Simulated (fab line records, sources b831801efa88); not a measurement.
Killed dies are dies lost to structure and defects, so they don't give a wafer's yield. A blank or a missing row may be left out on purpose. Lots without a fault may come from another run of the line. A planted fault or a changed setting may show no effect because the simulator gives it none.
Problem report in the 8D (eight disciplines) form, filled by code | flow gf180mcu | the parts of the form that need people (team, actions taken, sign-off) are left out

1. THE PROBLEM
developer_temp_C at GF_HV_LDD_DEVELOP_18 reads a mean of 22.06 C on 6 wafers of 2 lots; wafers without a fault read 23.01 C with a standard deviation of 0.095. That is -10 standard deviations from the usual mean.
The step: develop time 60 s.
First seen on wafer L198.3, day 14 18:10, on litho_track-03. The record holds 42 wafers of 14 lots with a number at this step. Rule for "out", or "out of limits": more than 4 standard deviations from the usual mean. The other wafers with a number count as sound.

2. WHAT IT IS AND WHAT IT IS NOT
question                    | is                     | is not
which readings at this step | developer_temp_C       | chill_plate_temp_C
which lots                  | L198, L200             | L185, L187, L188, L190, L191, L192, L193, L194, L195, L196, L197, L203
which wafers of those lots  | all that have a number | -
read on which tools         | litho_track-03         | litho_track-01, litho_track-04
when                        | from day 14 18:10      | up to then (33 sound wafers); but 3 sound wafers of L203 came after

3. SUSPECTS, AND WHAT RULES EACH OUT
Counting: a tool at a process step up to the reading stays a suspect if it ran every lot that is out and no sound lot after the first of them.
- litho_track-03 at GF_HV_LDD_DEVELOP_18 (develop time 60 s): kept. It ran every lot that is out, first L198 (day 14 18:10), and no sound lot after that; its last sound lot up to then is L197 (day 14 12:17). Its own readings are out on those wafers: developer_temp_C.
Left after counting: litho_track-03 at GF_HV_LDD_DEVELOP_18.

4. THE CAUSE (what the simulator had put in)
Process parameter drift: litho_track-03, from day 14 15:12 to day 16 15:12, at GF_HV_LDD_DEVELOP_18. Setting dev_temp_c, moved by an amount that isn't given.
Counting left only this tool.

5. THE CHAIN OF EFFECTS, in route order
Each row: a reading whose mean over the struck wafers that have a number lies more than 3 standard deviations from the usual. Only readings for which the record gives a usual standard deviation are gone through. hours: the time from each lot's start at the first step in this table that gives one to its start at this step, as a median over the lots. sigmas: the change in usual standard deviations.
hours | step                 | reading          | usual   | on struck wafers | change | sigmas
0     | GF_HV_LDD_DEVELOP_18 | developer_temp_C | 23.01 C | 22.06            | -0.95  | -10
The process steps in it:
- GF_HV_LDD_DEVELOP_18: develop time 60 s.
Later measuring or inspecting steps at which every struck wafer that the step has a row for has a number for every such reading, and none has moved that far: GF_HV_LDD_CD_MEAS_19, GF_HV_LDD_CD_MEAS_31.

6. WHAT WOULD HAVE CAUGHT IT SOONER
In this record the first reading out of limits was taken at day 14 18:10, 3 hours after the fault began at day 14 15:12.
